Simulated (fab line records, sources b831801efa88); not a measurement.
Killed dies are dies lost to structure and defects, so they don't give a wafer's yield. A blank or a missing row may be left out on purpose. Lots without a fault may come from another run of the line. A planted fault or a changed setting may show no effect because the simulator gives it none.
Chamber matching | flow sky130 | SKY_VIA1_ETCH_14 on rie_diel-02: 4 sister chambers
The step etches BARC in N2/H2, stops on SiO2, time 45.9 s, target depth 60 nm. 8 wafers are shown with their chamber, then 8 later ones without.

WAFERS WITH THEIR CHAMBER
wafer  | chamber | oes_product_au (a.u.) | throttle_valve_pct (%)
L080.4 | 3       | 0.861                 | 13.233
L081.6 | 2       | 0.858                 | 13.217
L082.4 | 3       | 0.856                 | 13.218
L082.6 | 0       | 0.860                 | 13.218
L084.1 | 2       | 0.847                 | 13.226
L084.3 | 0       | 0.862                 | 13.229
L084.6 | 1       | 0.852                 | 13.232
L085.1 | 1       | 0.862                 | 13.215

WAFERS WITHOUT THEIR CHAMBER
wafer  | oes_product_au (a.u.) | throttle_valve_pct (%)
L085.3 | 0.856                 | 13.218
L085.6 | 0.864                 | 13.230
L089.1 | 0.857                 | 13.220
L089.3 | 0.858                 | 13.218
L089.5 | 0.846                 | 13.220
L091.3 | 0.856                 | 13.231
L091.5 | 0.864                 | 13.216
L091.6 | 0.863                 | 13.216

WHICH CHAMBER EACH WENT THROUGH
wafer  | from the rows above               | in truth
L085.3 | can't be placed: 1 or 2 or 3 or 0 | 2
L085.6 | can't be placed: 0 or 3 or 1 or 2 | 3
L089.1 | can't be placed: 1 or 3 or 0 or 2 | 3
L089.3 | can't be placed: 1 or 0 or 3 or 2 | 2
L089.5 | can't be placed: 2 or 1 or 3 or 0 | 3
L091.3 | can't be placed: 3 or 1 or 2 or 0 | 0
L091.5 | can't be placed: 0 or 3 or 1 or 2 | 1
L091.6 | can't be placed: 0 or 3 or 1 or 2 | 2
Placed correctly: 0 of 8. Can't be placed from these rows: 8 (the true chamber is among the candidates in 8). Placed wrongly: 0.
How it was worked out, from the rows above alone: a wafer's distance from a chamber is the root of the sum, over the readings, of the square of ((its reading less the chamber's mean) divided by the reading's scatter). The wafer belongs to the nearest chamber; if the next one is less than 2 further off, it can't be placed. A chamber's mean is the mean of its shown wafers. The scatter: the root of (the sum of the squares of (reading less its chamber's mean) over the shown wafers, divided by (wafers less chambers)).
